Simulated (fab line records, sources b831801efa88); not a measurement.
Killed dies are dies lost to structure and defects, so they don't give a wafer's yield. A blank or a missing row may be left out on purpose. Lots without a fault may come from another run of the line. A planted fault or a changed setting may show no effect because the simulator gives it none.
fab line records | flow gf180mcu
record lots=5 wafers=15 last_day=34
route steps=602 shown SAB@265 SALICIDE@278 CONTACT@287
lots that met no fault: from a run of the same line without faults
start_h: hours from the record's first day to the start of the lot's first wafer shown | wait_h: hours since the lot's step before | " the same as in the row above | L1.1+2: a row that stands for several wafers | - no value, or no start given | * or withheld: withheld | < > ~ a bound
route shown NAME@n: a module of which the file shows steps, and the number in the route of the first | usual: mean/standard deviation of fault-free wafers | same: alike in all rows | chamber/n: place in a boat | sites: the reading at each site | _std_site: their standard deviation | _edge_site: outer sites' mean less inner sites' | radius_mm: how far each site lies from the wafer's centre | mask NAME#n: copy n | behind: the tool/chamber that last shaped the wafer | hold: why the lot was held/for how many hours/how that ended | device: the transistor (n, p or np) that didn't switch | end of line: the same wafers' tests at the end of the route | a step without rows: its recipe alone | killed: dies lost to structure and defects at the first sort, not the wafer's yield | map: a wafer's dies, x killed, . not, _ none there
set.NAME: the setting as run; set.NAME@STEP: as run at that earlier step | model.NAME: the simulator's own value behind a step, which no gauge read
lots at some steps of the route; a table a step, a row a wafer
services: from which hour (start_h, from the record's first day; less than 0 if before it) a tool's chamber was out of use, for how many hours, and why
## steps
# step GF_SAB_THK_MEAS_01
# recipe reads=SiO2_of_SAB_CVD_00
# usual SAB_CVD_00_THK=49.7/0.55
# columns lot.wafer tool chamber start_h wait_h SAB_CVD_00_THK[nm]
L075.3 film_metro-01 - 331.86 0.0 49.2
L075.4 " - " " 50.2
L075.6 " - " " 50.0
L081.3 film_metro-04 - 387.29 0.0 49.5
L081.5 " - " " 49.3
L081.6 " - " " 49.7
L084.4 film_metro-04 - 402.57 0.0 50.3
L084.5 " - " " 49.8
L084.6 " - " " 50.3
L088.4 film_metro-02 - 439.87 0.0 50.5
L088.5 " - " " 50.6
L088.6 " - " " 50.5
L096.3 film_metro-01 - 515.74 0.0 49.0
L096.4 " - " " 49.8
L096.6 " - " " 50.5
# step GF_SAB_DEHYDRATE_02
# recipe temp_c=200 time_s=60
# usual chill_plate_temp_C=23.04/0.1
# columns lot.wafer tool chamber start_h wait_h chill_plate_temp_C
L075.3 litho_track-02 0 341.27 9.4 22.81
L075.4 " 0 " " 22.93
L075.6 " 0 " " 23.02
L081.3 litho_track-02 0 398.27 11.0 22.98
L081.5 " 0 " " 22.97
L081.6 " 0 " " 23.08
L084.4 litho_track-04 0 413.90 11.3 22.85
L084.5 " 0 " " 22.88
L084.6 " 0 " " 22.90
L088.4 litho_track-01 0 451.24 11.4 23.10
L088.5 " 0 " " 23.30
L088.6 " 0 " " 23.10
L096.3 litho_track-01 0 527.21 11.5 23.12
L096.4 " 0 " " 22.95
L096.6 " 0 " " 22.94
# step GF_SAB_HMDS_03
# recipe prime_time_s=60 prime_temp_c=120
# usual chill_plate_temp_C=22.99/0.11 prime_temp_c=120.01/0.13
# columns lot.wafer tool chamber start_h wait_h chill_plate_temp_C prime_temp_c
L075.3 litho_track-02 0 341.42 0.1 23.20 120.07
L075.4 " 0 " " 23.07 120.03
L075.6 " 0 " " 22.98 119.84
L081.3 litho_track-02 0 398.42 0.1 22.91 120.07
L081.5 " 0 " " 23.04 119.94
L081.6 " 0 " " 22.85 120.16
L084.4 litho_track-04 0 414.05 0.1 22.95 119.93
L084.5 " 0 " " 23.05 119.95
L084.6 " 0 " " 23.08 120.09
L088.4 litho_track-01 0 451.39 0.1 23.04 120.04
L088.5 " 0 " " 22.96 120.04
L088.6 " 0 " " 23.13 120.35
L096.3 litho_track-01 0 527.36 0.1 23.04 119.98
L096.4 " 0 " " 23.00 119.95
L096.6 " 0 " " 23.15 120.17
# step GF_SAB_COAT_04
# recipe resist=NOVOLAK spin_rpm=3000 resist_thk_nm=1000
# usual chill_plate_temp_C=23.00/0.1
# columns lot.wafer tool chamber start_h wait_h chill_plate_temp_C
L075.3 litho_track-02 0 341.57 0.1 23.04
L075.4 " 0 " " 22.95
L075.6 " 0 " " 22.99
L081.3 litho_track-02 0 398.57 0.1 23.12
L081.5 " 0 " " 22.87
L081.6 " 0 " " 23.05
L084.4 litho_track-04 0 414.20 0.1 23.12
L084.5 " 0 " " 22.97
L084.6 " 0 " " 22.98
L088.4 litho_track-01 0 451.54 0.1 23.10
L088.5 " 0 " " 23.02
L088.6 " 0 " " 23.16
L096.3 litho_track-01 0 527.51 0.1 23.15
L096.4 " 0 " " 23.05
L096.6 " 0 " " 23.19
# step GF_SAB_SOFTBAKE_05
# recipe temp_c=90 time_s=60 resist=NOVOLAK
# usual chill_plate_temp_C=23.01/0.11
# columns lot.wafer tool chamber start_h wait_h chill_plate_temp_C
L075.3 litho_track-02 0 341.72 0.1 22.69
L075.4 " 0 " " 22.75
L075.6 " 0 " " 22.88
L081.3 litho_track-02 0 398.72 0.1 22.93
L081.5 " 0 " " 22.95
L081.6 " 0 " " 23.03
L084.4 litho_track-04 0 414.35 0.1 22.89
L084.5 " 0 " " 23.08
L084.6 " 0 " " 22.99
L088.4 litho_track-01 0 451.69 0.1 23.25
L088.5 " 0 " " 23.17
L088.6 " 0 " " 23.19
L096.3 litho_track-01 0 527.66 0.1 23.11
L096.4 " 0 " " 23.27
L096.6 " 0 " " 23.11
# step GF_SAB_EXPOSE_06
# recipe mask_id=SAB target_cd_nm=420 na=0.6 source_shape=conventional sigma_outer=0.6 dose_mj=140
# usual exposure_dose_mJ_cm2=139.86/0.12
# columns lot.wafer tool chamber start_h wait_h mask exposure_dose_mJ_cm2
L075.3 iline_stepper-02 0 - - SAB#0 139.88
L075.4 " 0 " " SAB#0 139.93
L075.6 " 0 " " SAB#0 139.91
L081.3 iline_stepper-01 0 - - SAB#0 139.80
L081.5 " 0 " " SAB#0 139.69
L081.6 " 0 " " SAB#0 139.62
L084.4 iline_stepper-01 0 - - SAB#0 139.75
L084.5 " 0 " " SAB#0 139.86
L084.6 " 0 " " SAB#0 139.98
L088.4 iline_stepper-02 0 - - SAB#0 139.89
L088.5 " 0 " " SAB#0 139.90
L088.6 " 0 " " SAB#0 139.92
L096.3 iline_stepper-02 0 - - SAB#0 139.75
L096.4 " 0 " " SAB#0 139.82
L096.6 " 0 " " SAB#0 139.69
# step GF_SAB_PEB_07
# recipe temp_c=withheld time_s=* resist=NOVOLAK
# usual chill_plate_temp_C=*
# columns lot.wafer tool chamber start_h wait_h chill_plate_temp_C
L075.3 litho_track-01 0 - - *
L075.4 " 0 " " *
L075.6 " 0 " " *
L081.3 litho_track-01 0 - - *
L081.5 " 0 " " *
L081.6 " 0 " " *
L084.4 litho_track-04 0 - - *
L084.5 " 0 " " *
L084.6 " 0 " " *
L088.4 litho_track-02 0 - - *
L088.5 " 0 " " *
L088.6 " 0 " " *
L096.3 litho_track-04 0 - - *
L096.4 " 0 " " *
L096.6 " 0 " " *
# step GF_SAB_DEVELOP_08
# recipe develop_time_s=60 dev_temp_c=23
# usual chill_plate_temp_C=23.01/0.096
# columns lot.wafer tool chamber start_h wait_h chill_plate_temp_C
L075.3 litho_track-01 0 352.21 0.1 22.89
L075.4 " 0 " " 23.06
L075.6 " 0 " " 22.95
L081.3 litho_track-01 0 410.46 0.1 23.03
L081.5 " 0 " " 23.04
L081.6 " 0 " " 22.96
L084.4 litho_track-04 0 426.25 0.1 23.01
L084.5 " 0 " " 22.95
L084.6 " 0 " " 23.01
L088.4 litho_track-02 0 463.34 0.1 23.20
L088.5 " 0 " " 23.02
L088.6 " 0 " " 23.06
L096.3 litho_track-04 0 538.47 0.1 23.12
L096.4 " 0 " " 23.10
L096.6 " 0 " " 23.10
# step GF_SAB_CD_MEAS_09
# recipe target_cd_nm=420
# usual cd_nm=419.5/2.1
# columns lot.wafer tool chamber start_h wait_h cd_nm
L075.3 cd_sem-02 - 352.35 0.1 419.0
L075.4 " - " " 417.3
L075.6 " - " " 418.0
L081.3 cd_sem-02 - 410.60 0.1 416.1
L081.5 " - " " 418.0
L081.6 " - " " 415.8
L084.4 cd_sem-02 - 426.39 0.1 418.7
L084.5 " - " " 420.9
L084.6 " - " " 420.2
L088.4 cd_sem-01 - 463.48 0.1 421.5
L088.5 " - " " 419.6
L088.6 " - " " 420.7
L096.3 cd_sem-02 - 538.61 0.1 417.3
L096.4 " - " " 416.4
L096.6 " - " " 419.0
# step GF_SAB_OVL_MEAS_10
# usual SAB_OVL=0.4/1.4
# columns lot.wafer tool chamber start_h wait_h SAB_OVL[nm]
L075.3 overlay-01 - 352.45 0.1 -1.3
L075.4 " - " " -3.5
L075.6 " - " " -0.4
L081.3 overlay-01 - 410.70 0.1 0.2
L081.5 " - " " 0.0
L081.6 " - " " -0.6
L084.4 overlay-01 - 426.46 0.1 -0.6
L084.5 " - " " -1.5
L084.6 " - " " -1.3
L088.4 overlay-02 - 463.56 0.1 1.6
L088.5 " - " " 1.0
L088.6 " - " " 1.5
L096.3 overlay-01 - 538.71 0.1 0.3
L096.4 " - " " 1.2
L096.6 " - " " 1.4
# step GF_SAB_ETCH_11
# recipe chemistry=C4F8/O2/Ar mask_material=NOVOLAK target=SiO2 target_depth_nm=55 source_w=1500 bias_w=1200 pressure_mtorr=40 c4f8_flow_sccm=withheld O2_flow_sccm=6 Ar_flow_sccm=300 time_s=8.5
# usual oes_product_au=1.001/0.01
# columns lot.wafer tool chamber start_h wait_h oes_product_au rf_hours_counter_h
L075.3 rie_diel-03 1 352.47 0.0 0.997 76
L075.4 " 0 " " 1.000 80
L075.6 " 2 " " 0.996 -
L081.3 rie_diel-01 3 410.72 0.0 0.997 3
L081.5 " 0 " " 1.005 -
L081.6 " 1 " " 1.000 -
L084.4 rie_diel-03 3 426.48 0.0 1.000 8
L084.5 " 2 " " 0.994 -
L084.6 " 3 " " 0.998 -
L088.4 rie_diel-01 2 463.58 0.0 0.995 10
L088.5 " 3 " " 1.001 -
L088.6 " 2 " " 0.994 -
L096.3 rie_diel-04 1 538.73 0.0 0.997 81
L096.4 " 3 " " 1.004 78
L096.6 " 0 " " 1.019 -
# step GF_SAB_WET_ETCH_12
# recipe chemistry=dHF target_depth_nm=22 dry=n2_spin target=SiO2 temp_c=25 dilution=100:1 time_s=440
# columns lot.wafer tool chamber start_h wait_h
L075.3+4+6 wet_bench-03 2 352.49 0.0
L081.3+5+6 wet_bench-02 0 410.74 0.0
L084.4+5+6 wet_bench-02 2 426.50 0.0
L088.4+5+6 wet_bench-03 2 463.60 0.0
L096.3+4+6 wet_bench-01 1 538.75 0.0
# step GF_SAB_STRIP_13
# recipe chemistry=O2/N2 power_w=1400 pressure_mtorr=1500 platen_temp_c=250 o2_flow_sccm=3000 n2_flow_sccm=300 overash_fraction=0.5
# usual drypump_motor_current_A=5.7/0.48 heater_power_w=325/40 oes_product_au=0.709/0.0046 strip_time_to_endpoint_s=12.62/0.034
# columns lot.wafer tool chamber start_h wait_h drypump_motor_current_A heater_power_w oes_product_au strip_time_to_endpoint_s
L075.3 plasma_asher-04 1 352.66 0.0 6.0 384 0.710 12.60
L075.4 " 0 " " 5.9 296 0.701 12.61
L075.6 " 1 " " 6.0 362 0.717 12.60
L081.3 plasma_asher-02 1 410.91 0.0 4.7 297 0.707 12.59
L081.5 " 1 " " 4.7 288 0.710 12.63
L081.6 " 0 " " 6.4 358 0.700 12.62
L084.4 plasma_asher-04 1 426.68 0.0 6.0 372 0.711 12.60
L084.5 " 0 " " 5.9 287 0.707 12.62
L084.6 " 1 " " 6.0 370 0.715 12.63
L088.4 plasma_asher-01 1 463.89 0.0 5.4 294 0.708 12.57
L088.5 " 1 " " 5.4 295 0.713 12.60
L088.6 " 0 " " 5.7 347 0.713 12.58
L096.3 plasma_asher-02 0 538.93 0.0 6.4 351 0.714 12.62
L096.4 " 1 " " 4.6 265 0.710 12.63
L096.6 " 0 " " 6.3 354 0.712 12.62
# step GF_SALICIDE_CLEAN_00
# recipe chemistry=SC1/SC2 mix=1:4:20 temp_c=70 time_s=150
# columns lot.wafer tool chamber start_h wait_h
L075.3+4+6 wet_bench-02 0 352.72 0.0
L081.3+5+6 wet_bench-02 0 410.97 0.0
L084.4+5+6 wet_bench-04 1 426.75 0.0
L088.4+5+6 wet_bench-04 2 463.96 0.0
L096.3+4+6 wet_bench-04 1 538.99 0.0
# step GF_SALICIDE_WET_ETCH_01
# recipe chemistry=dHF target_depth_nm=5 dry=ipa_marangoni target=SiO2 temp_c=25 dilution=100:1 time_s=100
# columns lot.wafer tool chamber start_h wait_h
L075.3+4+6 wet_bench-01 2 352.77 0.0
L081.3+5+6 wet_bench-04 0 411.02 0.0
L084.4+5+6 wet_bench-02 1 426.80 0.0
L088.4+5+6 wet_bench-02 2 464.01 0.0
L096.3+4+6 wet_bench-01 0 539.11 0.0
# step GF_SALICIDE_SPUTTER_02
# recipe material=Co target_thk_nm=10 power_w=1000 time_s=20 chamber_pressure_pa=0.4
# usual throttle_valve_pct=30.3/1.3
# columns lot.wafer tool chamber start_h wait_h throttle_valve_pct
L075.3 pvd_sputter-03 - 352.81 0.0 30.2
L075.4 " - " " 30.8
L075.6 " - " " 29.8
L081.3 pvd_sputter-04 - 411.06 0.0 32.8
L081.5 " - " " 32.8
L081.6 " - " " 31.9
L084.4 pvd_sputter-04 - 426.83 0.0 32.6
L084.5 " - " " 32.4
L084.6 " - " " 31.9
L088.4 pvd_sputter-02 - 464.10 0.0 29.9
L088.5 " - " " 32.6
L088.6 " - " " 30.0
L096.3 pvd_sputter-03 - 539.15 0.0 30.8
L096.4 " - " " 29.4
L096.6 " - " " 29.8
# step GF_SALICIDE_SPUTTER_03
# recipe material=TiN target_thk_nm=20 power_w=6500 time_s=16.7 chamber_pressure_pa=0.4
# usual throttle_valve_pct=30.3/1.3
# columns lot.wafer tool chamber start_h wait_h throttle_valve_pct
L075.3 pvd_sputter-03 - 352.84 0.0 30.1
L075.4 " - " " 30.9
L075.6 " - " " 29.3
L081.3 pvd_sputter-04 - 411.09 0.0 32.9
L081.5 " - " " 32.6
L081.6 " - " " 32.1
L084.4 pvd_sputter-04 - 426.86 0.0 32.3
L084.5 " - " " 32.6
L084.6 " - " " 32.1
L088.4 pvd_sputter-02 - 464.13 0.0 29.4
L088.5 " - " " 32.4
L088.6 " - " " 29.9
L096.3 pvd_sputter-03 - 539.18 0.0 30.9
L096.4 " - " " 29.7
L096.6 " - " " 29.6
# step GF_SALICIDE_RS_MEAS_04
# recipe thk_meas_gauge=four-point-probe reads=TiN_of_SALICIDE_SPUTTER_03+Co_of_SALICIDE_SPUTTER_02
# usual SALICIDE_TIN_RS=16.24/0.29
# columns lot.wafer tool chamber start_h wait_h SALICIDE_TIN_RS[ohm/sq]
L075.3 film_metro-02 - 352.90 0.1 16.58
L075.4 " - " " 16.61
L075.6 " - " " 16.54
L081.3 film_metro-02 - 411.15 0.1 16.06
L081.5 " - " " 16.03
L081.6 " - " " 16.19
L084.4 film_metro-02 - 426.95 0.1 16.10
L084.5 " - " " 16.21
L084.6 " - " " 16.19
L088.4 film_metro-03 - 464.20 0.1 15.94
L088.5 " - " " 15.95
L088.6 " - " " 15.88
L096.3 film_metro-02 - 539.25 0.1 16.40
L096.4 " - " " 16.37
L096.6 " - " " 16.40
# step GF_SALICIDE_THK_MEAS_05
# recipe thk_meas_gauge=xrf reads=TiN_of_SALICIDE_SPUTTER_03
# usual SALICIDE_TIN_THK=19.74/0.25
# columns lot.wafer tool chamber start_h wait_h SALICIDE_TIN_THK[nm]
L075.3 film_metro-02 - 353.00 0.1 19.72
L075.4 " - " " 19.66
L075.6 " - " " 19.65
L081.3 film_metro-02 - 411.25 0.1 19.95
L081.5 " - " " 19.94
L081.6 " - " " 20.02
L084.4 film_metro-02 - 427.04 0.1 19.86
L084.5 " - " " 19.81
L084.6 " - " " 19.80
L088.4 film_metro-03 - 464.29 0.1 19.73
L088.5 " - " " 19.33
L088.6 " - " " 19.52
L096.3 film_metro-02 - 539.35 0.1 19.93
L096.4 " - " " 20.13
L096.6 " - " " 20.05
# step GF_SALICIDE_RTA_06
# recipe temp_c=530 time_s=30 ambient=N2
# usual lamp_power_pct=6.67/0.26 wafer_temp_C_max=534.0/0.73
# columns lot.wafer tool chamber start_h wait_h lamp_power_pct wafer_temp_C_max
L075.3 rtp_anneal-02 0 353.08 0.1 6.90 535.4
L075.4 " 0 " " 6.92 535.7
L075.6 " 0 " " 6.92 533.1
L081.3 rtp_anneal-02 0 411.32 0.1 6.91 533.9
L081.5 " 0 " " 6.91 532.9
L081.6 " 0 " " 6.91 533.4
L084.4 rtp_anneal-01 0 427.12 0.1 6.39 534.3
L084.5 " 0 " " 6.40 534.8
L084.6 " 0 " " 6.39 535.4
L088.4 rtp_anneal-01 0 464.37 0.1 6.40 534.1
L088.5 " 0 " " 6.40 533.1
L088.6 " 0 " " 6.40 534.4
L096.3 rtp_anneal-02 0 539.42 0.1 6.91 533.5
L096.4 " 0 " " 6.90 533.4
L096.6 " 0 " " 6.92 533.5
# step GF_SALICIDE_WET_ETCH_07
# recipe chemistry=SPM target_depth_nm=120 dry=n2_spin
# columns lot.wafer tool chamber start_h wait_h
L075.3+4+6 wet_bench-01 2 353.14 0.1
L081.3+5+6 wet_bench-02 1 411.39 0.1
L084.4+5+6 wet_bench-04 2 427.17 0.0
L088.4+5+6 wet_bench-02 1 464.42 0.0
L096.3+4+6 wet_bench-04 1 539.49 0.1
# step GF_SALICIDE_RTA_08
# recipe temp_c=800 time_s=30 ambient=N2
# usual lamp_power_pct=18.6/0.71 wafer_temp_C_max=805.9/1
# columns lot.wafer tool chamber start_h wait_h lamp_power_pct wafer_temp_C_max
L075.3 rtp_anneal-01 0 353.27 0.0 17.7 808.2
L075.4 " 0 " " 17.7 807.7
L075.6 " 0 " " 17.7 805.4
L081.3 rtp_anneal-01 0 411.52 0.0 17.8 804.9
L081.5 " 0 " " 17.8 806.3
L081.6 " 0 " " 17.7 806.1
L084.4 rtp_anneal-02 0 427.31 0.1 19.2 805.9
L084.5 " 0 " " 19.2 805.1
L084.6 " 0 " " 19.2 805.3
L088.4 rtp_anneal-02 0 464.67 0.1 19.2 805.2
L088.5 " 0 " " 19.2 804.1
L088.6 " 0 " " 19.2 805.9
L096.3 rtp_anneal-01 0 539.63 0.0 17.8 804.7
L096.4 " 0 " " 17.7 805.3
L096.6 " 0 " " 17.8 807.7
# step GF_CONTACT_CVD_00
# recipe material=SiO2 target_thk_nm=300 sigma_open_frac=0.3 temp_c=400 time_s=50 sih4_flow_sccm=60 pressure_mtorr=6
# columns lot.wafer tool chamber start_h wait_h
L075.3+4+6 hdpcvd-02 0,2,0 353.33 0.1
L081.3+5+6 hdpcvd-01 1,1,0 411.58 0.1
L084.4+5+6 hdpcvd-02 2,0,1 427.38 0.1
L088.4+5+6 hdpcvd-01 2,0,1 464.74 0.1
L096.3+4+6 hdpcvd-01 2,0,2 539.70 0.1
# step GF_CONTACT_THK_MEAS_01
# recipe reads=SiO2_of_CONTACT_CVD_00
# usual CONTACT_CVD_00_THK=301/3.1
# columns lot.wafer tool chamber start_h wait_h CONTACT_CVD_00_THK[nm]
L075.3 film_metro-01 - 353.40 0.0 305
L075.4 " - " " 298
L075.6 " - " " 302
L081.3 film_metro-03 - 411.65 0.0 300
L081.5 " - " " 300
L081.6 " - " " 298
L084.4 film_metro-03 - 427.43 0.0 298
L084.5 " - " " 300
L084.6 " - " " 298
L088.4 film_metro-04 - 464.79 0.0 302
L088.5 " - " " 301
L088.6 " - " " 302
L096.3 film_metro-01 - 539.76 0.0 302
L096.4 " - " " 301
L096.6 " - " " 302
# step GF_CONTACT_CVD_02
# recipe material=SiO2 target_thk_nm=860 precursor=TEOS temp_c=400 time_s=95.992 rf_w=600
# usual heater_power_outer_w=373/55 heater_power_w=641/93
# columns lot.wafer tool chamber start_h wait_h heater_power_outer_w heater_power_w
L075.3 pecvd-02 0 353.44 0.0 406 622
L075.4 " 1 " " 420 793
L075.6 " 2 " " 339 577
L081.3 pecvd-04 2 411.69 0.0 461 813
L081.5 " 0 " " 280 527
L081.6 " 1 " " 418 692
L084.4 pecvd-01 0 427.50 0.1 370 582
L084.5 " 1 " " 284 545
L084.6 " 2 " " 437 774
L088.4 pecvd-01 0 464.86 0.1 323 499
L088.5 " 2 " " 354 676
L088.6 " 1 " " 327 582
L096.3 pecvd-02 0 539.80 0.0 418 642
L096.4 " 0 " " 322 510
L096.6 " 2 " " 337 566
# step GF_CONTACT_THK_MEAS_03
# recipe reads=SiO2_of_CONTACT_CVD_02
# usual CONTACT_CVD_02_THK=858/10
# columns lot.wafer tool chamber start_h wait_h CONTACT_CVD_02_THK[nm]
L075.3 film_metro-01 - 353.53 0.1 858
L075.4 " - " " 856
L075.6 " - " " 867
L081.3 film_metro-03 - 411.78 0.1 850
L081.5 " - " " 874
L081.6 " - " " 878
L084.4 film_metro-04 - 427.56 0.0 877
L084.5 " - " " 872
L084.6 " - " " 861
L088.4 film_metro-03 - 464.92 0.0 870
L088.5 " - " " 853
L088.6 " - " " 862
L096.3 film_metro-01 - 539.89 0.1 852
L096.4 " - " " 876
L096.6 " - " " 864
# step GF_CONTACT_CMP_04
# recipe material=SiO2 down_force_psi=4 platen_rpm=60 pad_velocity_m_s=0.94248
# usual motor_current_A=12.0/0.96 platen_rpm=60.00/0.036 time_to_endpoint_s=109/5.3
# columns lot.wafer tool chamber start_h wait_h motor_current_A platen_rpm time_to_endpoint_s
L075.4 cmp-02 3 353.57 0.0 12.5 60.01 105
L075.3 " 1 " " 10.8 60.08 106
L075.6 " 0 " " 10.7 59.94 106
L081.3 cmp-02 0 411.87 0.1 10.5 60.03 101
L081.5 " 3 " " 12.3 59.99 109
L081.6 " 0 " " 10.4 59.99 115
L084.4 cmp-01 1 427.69 0.1 12.5 60.00 113
L084.6 " 3 " " 12.7 59.96 109
L084.5 " 0 " " 13.3 60.01 116
L088.4 cmp-01 1 465.10 0.2 12.2 60.01 111
L088.6 " 2 " " 11.7 60.07 109
L088.5 " 3 " " 12.8 59.98 101
L096.4 cmp-01 3 540.03 0.1 12.1 60.02 123
L096.3 " 0 " " 13.2 60.02 114
L096.6 " 1 " " 12.4 59.99 119
# step GF_CONTACT_BOW_MEAS_05
# recipe mode=bow
# usual CONTACT_BOW=64/6.6
# columns lot.wafer tool chamber start_h wait_h CONTACT_BOW[um]
L075.3 film_metro-01 - 353.91 0.2 61
L075.4 " - " " 64
L075.6 " - " " 63
L081.3 film_metro-03 - 412.16 0.2 54
L081.5 " - " " 72
L081.6 " - " " 64
L084.4 film_metro-01 - 427.95 0.2 69
L084.5 " - " " 63
L084.6 " - " " 65
L088.4 film_metro-01 - 465.31 0.2 60
L088.5 " - " " 60
L088.6 " - " " 84
L096.3 film_metro-01 - 540.27 0.1 58
L096.4 " - " " 73
L096.6 " - " " 62
# step GF_CONTACT_DEHYDRATE_06
# recipe temp_c=200 time_s=60
# usual chill_plate_temp_C=22.99/0.1
# columns lot.wafer tool chamber start_h wait_h chill_plate_temp_C
L075.3 litho_track-02 0 364.32 10.4 22.85
L075.4 " 0 " " 22.96
L075.6 " 0 " " 22.89
L081.3 litho_track-01 0 422.61 10.4 23.06
L081.5 " 0 " " 23.00
L081.6 " 0 " " 22.83
L084.4 litho_track-03 0 439.41 11.4 23.04
L084.5 " 0 " " 23.00
L084.6 " 0 " " 22.90
L088.4 litho_track-01 0 477.09 11.8 23.11
L088.5 " 0 " " 23.16
L088.6 " 0 " " 23.07
L096.3 litho_track-01 0 551.16 10.9 23.11
L096.4 " 0 " " 23.06
L096.6 " 0 " " 23.04
# step GF_CONTACT_HMDS_07
# recipe prime_time_s=60 prime_temp_c=120
# usual chill_plate_temp_C=22.98/0.11 prime_temp_c=120.00/0.12
# columns lot.wafer tool chamber start_h wait_h chill_plate_temp_C prime_temp_c
L075.3 litho_track-02 0 364.47 0.1 23.01 119.96
L075.4 " 0 " " 23.09 120.07
L075.6 " 0 " " 22.90 120.11
L081.3 litho_track-01 0 422.76 0.1 23.09 119.96
L081.5 " 0 " " 23.10 120.17
L081.6 " 0 " " 23.07 120.03
L084.4 litho_track-03 0 439.56 0.1 22.85 120.03
L084.5 " 0 " " 22.84 120.21
L084.6 " 0 " " 22.87 119.85
L088.4 litho_track-01 0 477.24 0.1 22.97 119.96
L088.5 " 0 " " 22.93 119.89
L088.6 " 0 " " 23.08 119.93
L096.3 litho_track-01 0 551.31 0.1 23.04 119.90
L096.4 " 0 " " 22.94 120.04
L096.6 " 0 " " 23.10 119.97
# step GF_CONTACT_COAT_08
# recipe resist=BARC temp_c=withheld time_s=withheld spin_rpm=withheld resist_thk_nm=withheld
# usual chill_plate_temp_C=*
# columns lot.wafer tool chamber start_h wait_h chill_plate_temp_C
L075.3 litho_track-02 0 364.62 0.1 *
L075.4 " 0 " " *
L075.6 " 0 " " *
L081.3 litho_track-01 0 422.91 0.1 *
L081.5 " 0 " " *
L081.6 " 0 " " *
L084.4 litho_track-03 0 439.71 0.1 *
L084.5 " 0 " " *
L084.6 " 0 " " *
L088.4 litho_track-01 0 477.39 0.1 *
L088.5 " 0 " " *
L088.6 " 0 " " *
L096.3 litho_track-01 0 551.46 0.1 *
L096.4 " 0 " " *
L096.6 " 0 " " *
# step GF_CONTACT_COAT_09
# recipe resist=KrF spin_rpm=withheld resist_thk_nm=1000
# usual chill_plate_temp_C=23.00/0.11
# columns lot.wafer tool chamber start_h wait_h chill_plate_temp_C
L075.3 litho_track-02 0 - - 23.05
L075.4 " 0 " " 22.98
L075.6 " 0 " " 23.06
L081.3 litho_track-01 0 - - 23.02
L081.5 " 0 " " 23.00
L081.6 " 0 " " 22.98
L084.4 litho_track-03 0 - - 22.90
L084.5 " 0 " " 22.96
L084.6 " 0 " " 22.92
L088.4 litho_track-01 0 - - 23.00
L088.5 " 0 " " 23.15
L088.6 " 0 " " 22.85
L096.3 litho_track-01 0 - - 23.11
L096.4 " 0 " " 23.18
L096.6 " 0 " " 23.06
# step GF_CONTACT_SOFTBAKE_10
# recipe temp_c=130 time_s=60 resist=KrF
# usual chill_plate_temp_C=23.01/0.1
# columns lot.wafer tool chamber start_h wait_h chill_plate_temp_C
L075.3 litho_track-02 0 - - 23.07
L075.4 " 0 " " 23.19
L075.6 " 0 " " 22.96
L081.3 litho_track-01 0 - - 22.94
L081.5 " 0 " " 23.06
L081.6 " 0 " " 23.09
L084.4 litho_track-03 0 - - 23.02
L084.5 " 0 " " 23.00
L084.6 " 0 " " 23.11
L088.4 litho_track-01 0 - - 22.86
L088.5 " 0 " " 23.02
L088.6 " 0 " " 22.85
L096.3 litho_track-01 0 - - 22.77
L096.4 " 0 " " 22.82
L096.6 " 0 " " 22.83
# step GF_CONTACT_EXPOSE_11
# recipe mask_id=Contact target_cd_nm=220 na=0.68 source_shape=conventional sigma_outer=0.6 dose_mj=38
# usual exposure_dose_mJ_cm2=37.98/0.032
# columns lot.wafer tool chamber start_h wait_h mask exposure_dose_mJ_cm2
L075.3 krf_scanner-01 0 - - Contact#0 37.98
L075.4 " 0 " " Contact#0 37.96
L075.6 " 0 " " Contact#0 38.02
L081.3 krf_scanner-02 0 - - Contact#0 38.04
L081.5 " 0 " " Contact#0 37.99
L081.6 " 0 " " Contact#0 38.00
L084.4 krf_scanner-01 0 - - Contact#0 37.99
L084.5 " 0 " " Contact#0 37.96
L084.6 " 0 " " Contact#0 37.97
L088.4 krf_scanner-02 0 - - Contact#0 37.96
L088.5 " 0 " " Contact#0 37.98
L088.6 " 0 " " Contact#0 38.05
L096.3 krf_scanner-02 0 - - Contact#0 37.97
L096.4 " 0 " " Contact#0 37.98
L096.6 " 0 " " Contact#0 37.92
# step GF_CONTACT_PEB_12
# recipe peb_temp_c=135 peb_time_s=90 resist=KrF
# usual chill_plate_temp_C=23.00/0.088
# columns lot.wafer tool chamber start_h wait_h chill_plate_temp_C
L075.3 litho_track-03 0 - - 23.00
L075.4 " 0 " " 22.95
L075.6 " 0 " " 23.11
L081.3 litho_track-01 0 - - 22.94
L081.5 " 0 " " 23.06
L081.6 " 0 " " 23.11
L084.4 litho_track-03 0 - - 22.89
L084.5 " 0 " " 22.96
L084.6 " 0 " " 22.98
L088.4 litho_track-03 0 - - 23.05
L088.5 " 0 " " 23.14
L088.6 " 0 " " 23.01
L096.3 litho_track-01 0 - - 23.03
L096.4 " 0 " " 22.96
L096.6 " 0 " " 22.91
# step GF_CONTACT_DEVELOP_13
# recipe develop_time_s=60 resist=KrF dev_temp_c=21
# usual chill_plate_temp_C=23.01/0.1
# columns lot.wafer tool chamber start_h wait_h chill_plate_temp_C
L075.3 litho_track-03 0 376.08 0.1 23.09
L075.4 " 0 " " 22.92
L075.6 " 0 " " 23.09
L081.3 litho_track-01 0 435.11 0.1 23.10
L081.5 " 0 " " 22.94
L081.6 " 0 " " 22.90
L084.4 litho_track-03 0 452.41 0.1 22.95
L084.5 " 0 " " 22.92
L084.6 " 0 " " 22.90
L088.4 litho_track-03 0 489.01 0.1 22.90
L088.5 " 0 " " 22.99
L088.6 " 0 " " 23.02
L096.3 litho_track-01 0 562.51 0.1 23.04
L096.4 " 0 " " 22.92
L096.6 " 0 " " 23.07
## services
# columns tool chamber start_h hours kind
wet_bench-03 - 332.85 0.6 repair
hdpcvd-02 - 342.49 2.8 pm
krf_scanner-02 - 345.73 0.6 repair
wet_bench-04 - 352.66 0.9 repair
rtp_anneal-01 - 357.45 2.7 pm
cmp-01 - 365.01 1.3 repair
krf_scanner-02 - 395.34 0.3 repair
cmp-01 - 404.00 4.0 pm
wet_bench-04 - 406.62 0.5 repair
pvd_sputter-03 - 412.81 4.5 repair
pvd_sputter-04 - 423.87 2.7 repair
krf_scanner-02 - 435.86 6.1 repair
krf_scanner-02 - 443.84 1.0 pm
krf_scanner-02 - 444.84 4.4 pm
iline_stepper-02 - 446.83 1.7 pm
krf_scanner-02 - 449.22 0.8 pm
krf_scanner-02 - 449.97 1.3 pm
pvd_sputter-03 - 455.78 3.9 repair
pvd_sputter-03 - 494.54 2.9 repair
cmp-01 - 515.96 1.5 repair
pvd_sputter-03 - 534.30 2.5 repair
krf_scanner-02 - 537.98 0.2 repair
hdpcvd-01 1 548.37 4.1 repair
hdpcvd-01 - 559.42 2.8 pm
## key
fault none
